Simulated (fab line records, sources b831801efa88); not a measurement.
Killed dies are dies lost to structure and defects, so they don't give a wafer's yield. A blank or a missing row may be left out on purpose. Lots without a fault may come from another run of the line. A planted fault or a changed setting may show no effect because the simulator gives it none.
Chamber matching | flow gf180mcu | GF_V5_CVD_00 on hdpcvd-02: 3 sister chambers
The step deposits SiO2, target thk 300 nm, time 50 s. 6 wafers are shown with their chamber, then 8 later ones without.

WAFERS WITH THEIR CHAMBER
wafer  | chamber | pressure_mtorr (mTorr)
L466.3 | 0       | 6.006
L468.1 | 2       | 5.993
L471.1 | 0       | 5.990
L471.3 | 1       | 6.009
L471.6 | 2       | 6.004
L480.2 | 1       | 6.019

WAFERS WITHOUT THEIR CHAMBER
wafer  | pressure_mtorr (mTorr)
L480.5 | 6.008
L480.6 | 5.996
L481.2 | 5.992
L481.3 | 6.001
L481.5 | 5.989
L484.3 | 6.013
L484.5 | 6.014
L484.6 | 6.004

WHICH CHAMBER EACH WENT THROUGH
wafer  | from the rows above          | in truth
L480.5 | can't be placed: 1 or 2 or 0 | 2
L480.6 | can't be placed: 0 or 2 or 1 | 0
L481.2 | can't be placed: 0 or 2 or 1 | 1
L481.3 | can't be placed: 2 or 0 or 1 | 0
L481.5 | can't be placed: 0 or 2 or 1 | 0
L484.3 | can't be placed: 1 or 2 or 0 | 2
L484.5 | can't be placed: 1 or 2 or 0 | 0
L484.6 | can't be placed: 2 or 0 or 1 | 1
Placed correctly: 0 of 8. Can't be placed from these rows: 8 (the true chamber is among the candidates in 8). Placed wrongly: 0.
How it was worked out, from the rows above alone: a wafer's distance from a chamber is the root of the sum, over the readings, of the square of ((its reading less the chamber's mean) divided by the reading's scatter). The wafer belongs to the nearest chamber; if the next one is less than 2 further off, it can't be placed. A chamber's mean is the mean of its shown wafers. The scatter: the root of (the sum of the squares of (reading less its chamber's mean) over the shown wafers, divided by (wafers less chambers)).
